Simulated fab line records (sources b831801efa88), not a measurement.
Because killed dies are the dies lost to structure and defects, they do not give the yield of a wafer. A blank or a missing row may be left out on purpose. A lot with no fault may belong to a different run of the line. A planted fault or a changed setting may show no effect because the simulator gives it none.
fab line records -- flow sky130
record lots=7, wafers=18, lastDay=49
route steps=708 shown SD_N@358 SD_P@359 RES_XHIGH@360 SALICIDE@361 LI_CONTACT@362 PAD_OPEN@708
lots that met no fault: taken from a fault-free run of the same line
startH: the number of hours between the record's first day and the start of the first shown wafer of the lot -- waitH: hours since the lot's step before -- " as in the row above -- L1.1+2: several wafers, shown together as one row -- - no value, or no start given -- * or withheld: withheld -- < > ~ a bound
route shown NAME@n: a module of which the file shows steps, and the number in the route of the first -- usual: the fault-free wafers' mean and standard deviation -- same: alike in all rows -- chamber/n: place in a boat -- sites: readings site by site -- _std_site: their standard deviation -- _edge_site: inner sites' mean taken away from outer sites' mean -- radiusMm: for every site, how far away it sits from the centre of the wafer -- mask NAME#n: copy n -- behind: the tool/chamber that last shaped the wafer -- hold: reason for holding the lot/hours on hold/outcome of the hold -- device: the n, p or np transistor that did not switch -- end of line: tests run on the same wafers once the route is complete -- for a step that has no rows: nothing shown but its recipe -- killed: dies lost to structure and defects at the first sort, not the wafer's yield -- map: shows each die of a wafer: x if killed, . if not, _ if none is there
set.NAME: the setting as run; set.NAME@STEP: as run at that earlier step -- model.NAME: the simulator's own value behind a step, which no gauge read
lots seen at some steps along the route; tables by step, rows by wafer
services: from which hour (startH, from the record's first day; less than 0 if before it) a tool's chamber was out of use, for how many hours, and why
## steps
# step SKY_SD_N_RS_MEAS_16
# recipe thkMeasGauge=four-point-probe
# usual SD_N_RS=68.58/0.12
lot.wafer,tool,chamber,startH,waitH,SD_N_RS[ohm/sq]
L320.2,filmMetro-03,-,684.21,0.1,68.61
L320.3,filmMetro-03,-,684.21,0.1,68.56
L320.6,filmMetro-03,-,684.21,0.1,68.47
L324.1,filmMetro-02,-,771.04,0.1,68.68
L324.5,filmMetro-02,-,771.04,0.1,68.78
L324.6,filmMetro-02,-,771.04,0.1,68.61
L332.1,filmMetro-02,-,780.64,0.1,68.36
L332.5,filmMetro-02,-,780.64,0.1,68.55
L331.2,filmMetro-04,-,781.45,0.1,68.74
L331.5,filmMetro-04,-,781.45,0.1,68.83
L334.2,filmMetro-04,-,783.41,0.1,68.50
L334.4,filmMetro-04,-,783.41,0.1,68.56
L337.1,filmMetro-03,-,793.59,0.1,68.45
L337.3,filmMetro-03,-,793.59,0.1,68.38
L337.4,filmMetro-03,-,793.59,0.1,68.52
L338.2,filmMetro-02,-,797.05,0.1,68.68
L338.4,filmMetro-02,-,797.05,0.1,68.64
L338.5,filmMetro-02,-,797.05,0.1,68.63
# step SKY_SD_N_RS_MEAS_17
# recipe thkMeasGauge=four-point-probe
# usual SD_P_RS=147.2/0.38
lot.wafer,tool,chamber,startH,waitH,SD_P_RS[ohm/sq]
L320.2,filmMetro-03,-,684.33,0.1,147.1
L320.3,filmMetro-03,-,684.33,0.1,146.7
L320.6,filmMetro-03,-,684.33,0.1,146.6
L324.1,filmMetro-02,-,771.16,0.1,147.1
L324.5,filmMetro-02,-,771.16,0.1,147.4
L324.6,filmMetro-02,-,771.16,0.1,147.3
L332.1,filmMetro-02,-,780.76,0.1,146.8
L332.5,filmMetro-02,-,780.76,0.1,147.2
L331.2,filmMetro-04,-,781.57,0.1,147.8
L331.5,filmMetro-04,-,781.57,0.1,147.9
L334.2,filmMetro-04,-,783.53,0.1,147.3
L334.4,filmMetro-04,-,783.53,0.1,147.5
L337.1,filmMetro-03,-,793.71,0.1,147.1
L337.3,filmMetro-03,-,793.71,0.1,147.4
L337.4,filmMetro-03,-,793.71,0.1,147.4
L338.2,filmMetro-02,-,797.17,0.1,147.2
L338.4,filmMetro-02,-,797.17,0.1,147.3
L338.5,filmMetro-02,-,797.17,0.1,147.3
# step SKY_SD_N_RS_MEAS_18
# recipe thkMeasGauge=four-point-probe
# usual RES_XHIGH_RS=333.4/1.2
lot.wafer,tool,chamber,startH,waitH,RES_XHIGH_RS[ohm/sq]
L320.2,filmMetro-03,-,684.45,0.1,335.1
L320.3,filmMetro-03,-,684.45,0.1,335.7
L320.6,filmMetro-03,-,684.45,0.1,334.5
L324.1,filmMetro-02,-,771.28,0.1,332.7
L324.5,filmMetro-02,-,771.28,0.1,333.3
L324.6,filmMetro-02,-,771.28,0.1,332.7
L332.1,filmMetro-02,-,780.88,0.1,333.1
L332.5,filmMetro-02,-,780.88,0.1,333.0
L331.2,filmMetro-04,-,781.69,0.1,333.9
L331.5,filmMetro-04,-,781.69,0.1,332.9
L334.2,filmMetro-04,-,783.65,0.1,335.0
L334.4,filmMetro-04,-,783.65,0.1,333.8
L337.1,filmMetro-03,-,793.83,0.1,333.8
L337.3,filmMetro-03,-,793.83,0.1,332.7
L337.4,filmMetro-03,-,793.83,0.1,333.4
L338.2,filmMetro-02,-,797.29,0.1,333.4
L338.4,filmMetro-02,-,797.29,0.1,334.0
L338.5,filmMetro-02,-,797.29,0.1,334.8
# step SKY_SALICIDE_CLEAN_00
# recipe chemistry=HF-last, timeS=30, dilution=100:1, dry=ipaMarangoni
# step SKY_LI_CONTACT_HDPCVD_00
# recipe material=PSG, targetThkNm=930, sigmaOpenFrac=0.3, timeS=155, tempC=600, sih4FlowSccm=60, pressureMtorr=6
# step SKY_LI_CONTACT_THK_MEAS_01
# recipe reads=PSG_of_LI_CONTACT_HDPCVD_00
# usual LI_CONTACT_HDPCVD_THK=931/8.7
lot.wafer,tool,chamber,startH,waitH,LI_CONTACT_HDPCVD_THK[nm]
L320.2,filmMetro-02,-,684.69,0.1,917
L320.3,filmMetro-02,-,684.69,0.1,930
L320.6,filmMetro-02,-,684.69,0.1,925
L324.1,filmMetro-04,-,771.52,0.1,936
L324.5,filmMetro-04,-,771.52,0.1,924
L324.6,filmMetro-04,-,771.52,0.1,930
L332.1,filmMetro-04,-,781.12,0.1,922
L332.5,filmMetro-04,-,781.12,0.1,932
L331.2,filmMetro-03,-,781.92,0.1,943
L331.5,filmMetro-03,-,781.92,0.1,943
L334.2,filmMetro-04,-,783.92,0.1,920
L334.4,filmMetro-04,-,783.92,0.1,921
L337.1,filmMetro-02,-,794.07,0.1,923
L337.3,filmMetro-02,-,794.07,0.1,918
L337.4,filmMetro-02,-,794.07,0.1,933
L338.2,filmMetro-03,-,797.52,0.1,920
L338.4,filmMetro-03,-,797.52,0.1,919
L338.5,filmMetro-03,-,797.52,0.1,932
# step SKY_LI_CONTACT_CMP_02
# recipe material=PSG, downForcePsi=4, platenRpm=60, padVelocityMS=0.94248
# usual motorCurrentA=11.8/1.1, platenRpm=60.00/0.045, timeToEndpointS=32/3.9
lot.wafer,tool,chamber,startH,waitH,motorCurrentA,platenRpm,timeToEndpointS
L320.3,cmp-01,3,684.74,0.0,10.9,60.09,29
L320.2,cmp-01,1,684.74,0.0,10.9,60.04,27
L320.6,cmp-01,3,684.74,0.0,11.5,60.02,31
L324.1,cmp-01,3,771.73,0.2,11.8,60.03,32
L324.6,cmp-01,0,771.73,0.2,13.1,59.97,31
L324.5,cmp-01,1,771.73,0.2,11.5,59.99,31
L332.1,cmp-02,2,781.23,0.1,12.5,60.00,31
L332.5,cmp-02,1,781.23,0.1,10.5,59.99,29
L331.2,cmp-02,0,782.02,0.1,10.2,59.95,39
L331.5,cmp-02,3,782.02,0.1,12.2,59.94,36
L334.4,cmp-02,3,784.00,0.0,12.6,59.98,34
L334.2,cmp-02,0,784.00,0.0,10.8,59.93,36
L337.4,cmp-01,0,794.13,0.0,13.7,60.01,31
L337.3,cmp-01,1,794.13,0.0,10.5,60.07,30
L337.1,cmp-01,2,794.13,0.0,14.0,60.06,34
L338.4,cmp-02,2,797.62,0.1,12.1,59.99,27
L338.2,cmp-02,3,797.62,0.1,12.4,60.00,34
L338.5,cmp-02,1,797.62,0.1,11.3,59.99,28
# step SKY_LI_CONTACT_BOW_MEAS_03
# recipe mode=bow
# usual LI_CONTACT_BOW=56/6.7
lot.wafer,tool,chamber,startH,waitH,LI_CONTACT_BOW[um]
L320.2,filmMetro-02,-,685.06,0.2,58
L320.3,filmMetro-02,-,685.06,0.2,62
L320.6,filmMetro-02,-,685.06,0.2,47
L324.1,filmMetro-02,-,771.88,0.1,55
L324.5,filmMetro-02,-,771.88,0.1,67
L324.6,filmMetro-02,-,771.88,0.1,60
L332.1,filmMetro-03,-,781.48,0.2,54
L332.5,filmMetro-03,-,781.48,0.2,58
L331.2,filmMetro-02,-,782.29,0.2,58
L331.5,filmMetro-02,-,782.29,0.2,57
L334.2,filmMetro-04,-,784.32,0.2,66
L334.4,filmMetro-04,-,784.32,0.2,63
L337.1,filmMetro-02,-,794.43,0.1,59
L337.3,filmMetro-02,-,794.43,0.1,70
L337.4,filmMetro-02,-,794.43,0.1,70
L338.2,filmMetro-04,-,797.89,0.2,62
L338.4,filmMetro-04,-,797.89,0.2,49
L338.5,filmMetro-04,-,797.89,0.2,63
# step SKY_LI_CONTACT_DEHYDRATE_04
# recipe tempC=200, timeS=60
# step SKY_LI_CONTACT_HMDS_05
# recipe primeTimeS=60, primeTempC=120
# step SKY_LI_CONTACT_COAT_06
# recipe resist=BARC, tempC=withheld, timeS=withheld, spinRpm=3000, resistThkNm=60
# step SKY_LI_CONTACT_COAT_07
# recipe resist=KrF-thick, spinRpm=3000, resistThkNm=450
# step SKY_LI_CONTACT_SOFTBAKE_08
# recipe tempC=100, timeS=90, resist=KrF-thick
# usual heaterPowerTotalW=57.36/0.11, runLengthS=119.29/0.22
lot.wafer,tool,chamber,startH,waitH,heaterPowerTotalW,runLengthS
L320.2,lithoTrack-03,0,698,-,57.17,119.22
L320.3,lithoTrack-03,0,698,-,57.43,119.06
L320.6,lithoTrack-03,0,698,-,57.23,118.92
L324.1,lithoTrack-01,0,784,-,57.26,119.32
L324.5,lithoTrack-01,0,784,-,57.32,119.31
L324.6,lithoTrack-01,0,784,-,57.30,119.19
L332.1,lithoTrack-01,0,794,-,57.27,119.26
L332.5,lithoTrack-01,0,794,-,58.09,114.99
L331.2,lithoTrack-01,0,795,-,57.50,119.39
L331.5,lithoTrack-01,0,796,-,58.15,114.96
L334.2,lithoTrack-01,0,798,-,57.39,119.22
L334.4,lithoTrack-01,0,798,-,58.22,115.13
L337.1,lithoTrack-03,0,807,-,57.45,118.94
L337.3,lithoTrack-03,0,807,-,57.47,119.01
L337.4,lithoTrack-03,0,807,-,57.23,118.82
L338.2,lithoTrack-04,0,810,-,57.49,119.51
L338.4,lithoTrack-04,0,811,-,57.44,119.74
L338.5,lithoTrack-04,0,811,-,57.22,119.58
# step SKY_LI_CONTACT_EXPOSE_09
# recipe maskId=LICM1, na=0.8, sourceShape=annular, sigmaInner=0.55, sigmaOuter=0.85, targetCdNm=170, doseMj=38
# step SKY_PAD_OPEN_PROBE_99
# usual killed_at_M0_to_M3=42/7.3, killed_at_M4_up=3.4/2, killedAtContacts=24/5.8, killedAtFrontEnd=15/4.6, killedAtOther=0.3/0.62, killedDies=84/9.8, killedOpen=47/6.9, killedShort=38/6.3
# same grossDies=492, killedAtBackSide=0
lot.wafer,tool,chamber,startH,waitH,killed_at_M0_to_M3,killed_at_M4_up,killedAtContacts,killedAtFrontEnd,killedAtOther,killedDies,killedOpen,killedShort
L324.1,prober-01,-,1165.87,0.1,45,4,28,19,0,96,57,39
L324.5,prober-01,-,1166.07,0.2,41,3,28,14,0,86,46,40
L324.6,prober-01,-,1166.12,0.2,26,7,28,15,0,76,35,41
L332.1,prober-02,-,1171.20,0.1,55,1,18,8,0,82,40,42
L332.5,prober-02,-,1171.40,0.2,49,4,30,3,0,86,46,40
L331.2,prober-02,-,1173.00,0.1,50,5,17,13,0,85,40,45
# killed by level:class
L324.1 CONTACT:geometricParticle:open=15 VIA1:geometricParticle:open=11 VIA2:geometricParticle:open=8 VIA1:geometricParticle:short=7 CONTACT:geometricParticle:short=6 FIELD_ISO:geometricParticle:short=5 LI_CONTACT:geometricParticle:open=4 METAL2:geometricParticle:short=4
L324.5 VIA1:geometricParticle:open=10 CONTACT:geometricParticle:open=9 LI_CONTACT:geometricParticle:open=7 METAL2:geometricParticle:short=7 VIA3:geometricParticle:open=7 POLY_GATE:geometricParticle:open=5 METAL3:geometricParticle:short=5 FIELD_ISO:geometricParticle:short=4
L324.6 CONTACT:geometricParticle:open=9 LI_CONTACT:geometricParticle:open=6 VIA1:geometricParticle:open=6 FIELD_ISO:geometricParticle:short=5 METAL4:geometricParticle:short=5 FIELD_ISO:geometricParticle:open=4 LI_CONTACT:geometricParticle:short=4 CONTACT:geometricParticle:short=4
L332.1 VIA1:geometricParticle:open=11 VIA3:geometricParticle:open=10 CONTACT:geometricParticle:open=9 METAL2:geometricParticle:short=7 VIA2:geometricParticle:short=7 METAL1:geometricParticle:short=5 VIA2:geometricParticle:open=5 VIA1:geometricParticle:short=5
L332.5 VIA1:geometricParticle:open=12 CONTACT:geometricParticle:open=11 VIA2:geometricParticle:open=10 LOCAL_INTERCONNECT:geometricParticle:short=7 LI_CONTACT:geometricParticle:open=6 VIA3:geometricParticle:short=6 VIA1:geometricParticle:short=5 METAL1:geometricParticle:short=4
L331.2 METAL1:geometricParticle:short=9 CONTACT:geometricParticle:open=8 VIA1:geometricParticle:short=8 VIA1:geometricParticle:open=6 METAL4:geometricParticle:short=5 VIA2:geometricParticle:short=5 VIA2:geometricParticle:open=5 VIA3:geometricParticle:open=5
## services
tool,chamber,startH,hours,kind
cmp-02,-,744.04,4.0,pm
cmp-02,-,748.04,-,consumableReplace:conditioner
cmp-02,-,748.04,-,consumableReplace:pad
cmp-02,-,771.87,0.7,repair
cmp-01,-,781.09,6.2,pm
cmp-01,-,797.86,0.8,repair
## key
firstSign step=SKY_LI_CONTACT_SOFTBAKE_08, reading=runLengthS, direction=down, sigmas=20, usual=*, struck=*
effect step=SKY_LI_CONTACT_SOFTBAKE_08, reading=heaterPowerTotalW, direction=up, sigmas=7.2, usual=*, struck=*
metAt SKY_LI_CONTACT_SOFTBAKE_08
struckWafers L331.5,L332.5,L334.4
testerLeftOut L331,L332,L334
onsetBetween 784 794
fault kind=processParameterDrift, tool=lithoTrack-01, chamber=-, onsetH=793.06, steps=SKY_LI_CONTACT_SOFTBAKE_08, channel=timeS, offset=*, shape=step, endH=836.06, scope=struckWafersOnly, actsIn=*, stated=*
# testerLeftOut: of these lots the tester's yield and bins aren't shown, on N5 and GAA mostly nor the transistor test; their killed dies are dies lost to structure and defects alone, not to doping, threshold or leakage, so they don't give the yield
